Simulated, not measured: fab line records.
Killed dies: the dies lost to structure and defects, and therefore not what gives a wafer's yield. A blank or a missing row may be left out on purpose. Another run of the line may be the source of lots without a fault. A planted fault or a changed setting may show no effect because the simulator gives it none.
Comparing a struck lot with a sound one + flow sky130 + 15 steps out of a route of 708
Sound: these wafers, L699.2, L699.4, L699.5. The struck wafers were L692.2, L692.5, L692.6. At the end, the cause is stated.
Each step with rows lists, per side, the tool, then ch with its chambers, then its first start. Under that, the readings that differ: sound wafers + struck wafers + difference of the means + sigmas: that difference in standard deviations of wafers without a fault.
alike: words and numbers the same on both sides, and readings whose means are apart by under 2 such deviations; not compared: readings that were withheld, readings missing a value for some wafer, numbers with overlapping values and no deviation given by the record, and bounds like >300 which may hide the same value.
Wherever a step has rows on one side only, a row that says differs or no value, or a row with sigmas, the two part there. Non-overlapping numbers with no deviation appear without sigmas and do not part them. A reading missing from all wafers of one side parts the sides only when that side holds two or more wafers.

first, 8 steps without rows for these wafers: SKY_METAL1_DEHYDRATE_07 (time 60 s); SKY_METAL1_HMDS_08 (prime time 60 s); SKY_METAL1_COAT_09 (resist thk 60 nm); SKY_METAL1_COAT_10 (resist thk 450 nm); SKY_METAL1_SOFTBAKE_11 (time 90 s); SKY_METAL1_EXPOSE_12 (exposes mask MM1, target cd 140 nm); SKY_METAL1_PEB_13; SKY_METAL1_DEVELOP_14 (develop time 60 s).
SKY_METAL1_CD_MEAS_15 targets a cd of 140 nm.
  struck on cd-sem-01, day 36 20:16; sound on cd-sem-01, day 39 05:44
  alike: cd-nm
SKY_METAL1_OVL_MEAS_16:
  struck on overlay-02, day 36 20:22; sound on overlay-01, day 39 05:50
| reading         | sound     | struck  | difference | sigmas |
|-----------------|-----------|---------|------------|--------|
| METAL1_OVL (nm) | -8 -9 -12 | 3 12 -1 | +14        | +2     |
SKY_METAL1_DESCUM_17: chemistry O2, time 8 s.
  sound on rie-metal-04 ch 0,1, day 39 05:52; struck on rie-metal-04 ch 0,1, day 36 20:24
  alike: drypump-motor-current-A, oes-product-au
  not compared: rf-hours-counter-h
SKY_METAL1_ETCH_18: etches BARC in N2/H2, stops on SiO2, time 45.9 s, target depth 60 nm.
  sound on rie-metal-04 ch 0,1, day 39 05:54; struck on rie-metal-04 ch 0,1, day 36 20:26
  alike: bias-w, chamber-pressure-mTorr, drypump-motor-current-A, oes-product-au, throttle-valve-pct
  not compared: rf-hours-counter-h
SKY_METAL1_METAL_ETCH_19: etches the open film in Cl2/BCl3, stops on SiO2, target depth 360 nm, time 78 s.
  sound on rie-metal-04 ch 0,1, day 39 05:58; struck on rie-metal-04 ch 0,1, day 36 20:29
  no value came back on the struck wafers for any of 6 readings (bcl3-flow-sccm (sccm), bias-w (W) and others); on the sound wafers bcl3-flow-sccm (sccm) reads 29.98 30.07 30.04
| reading                                       | sound             | struck            | difference | sigmas |
|-----------------------------------------------|-------------------|-------------------|------------|--------|
| model.KrF-thick_of_METAL1_COAT_10.thk-nm (nm) | 158.3 158.2 156.6 | 391.3 391 393.6   | +234.3     |        |
| model.SiO2_of_CONTACT_HDPCVD_02.thk-nm (nm)   | 326.3 324.2 325.9 | 335.9 335.9 336.5 | +10.6      |        |
  not compared: rf-hours-counter-h
SKY_METAL1_STRIP_20: strips in O2/N2.
  sound on plasma-asher-02 ch 0,1, day 39 06:04; struck on plasma-asher-01 ch 0,1, day 36 20:35
| reading                      | sound             | struck            | difference | sigmas |
|------------------------------|-------------------|-------------------|------------|--------|
| oes-product-au (a.u.)        | 0.341 0.338 0.350 | 0.448 0.439 0.450 | +0.103     | +20    |
| strip-time-to-endpoint-s (s) | 2.69 2.69 2.67    | 5.19 5.19 5.20    | +2.51      | +51    |
  alike: drypump-motor-current-A
  not compared: rf-hours-counter-h
then, 1 step without rows for these wafers: SKY_METAL1_STRIP_21 (strips in post etch residue remover, time 1200 s).

== WHERE THEY PART ==
Last at SKY_METAL1_STRIP_20 as far as this record goes, first at SKY_METAL1_OVL_MEAS_16.

WHY: whatever the simulator had introduced
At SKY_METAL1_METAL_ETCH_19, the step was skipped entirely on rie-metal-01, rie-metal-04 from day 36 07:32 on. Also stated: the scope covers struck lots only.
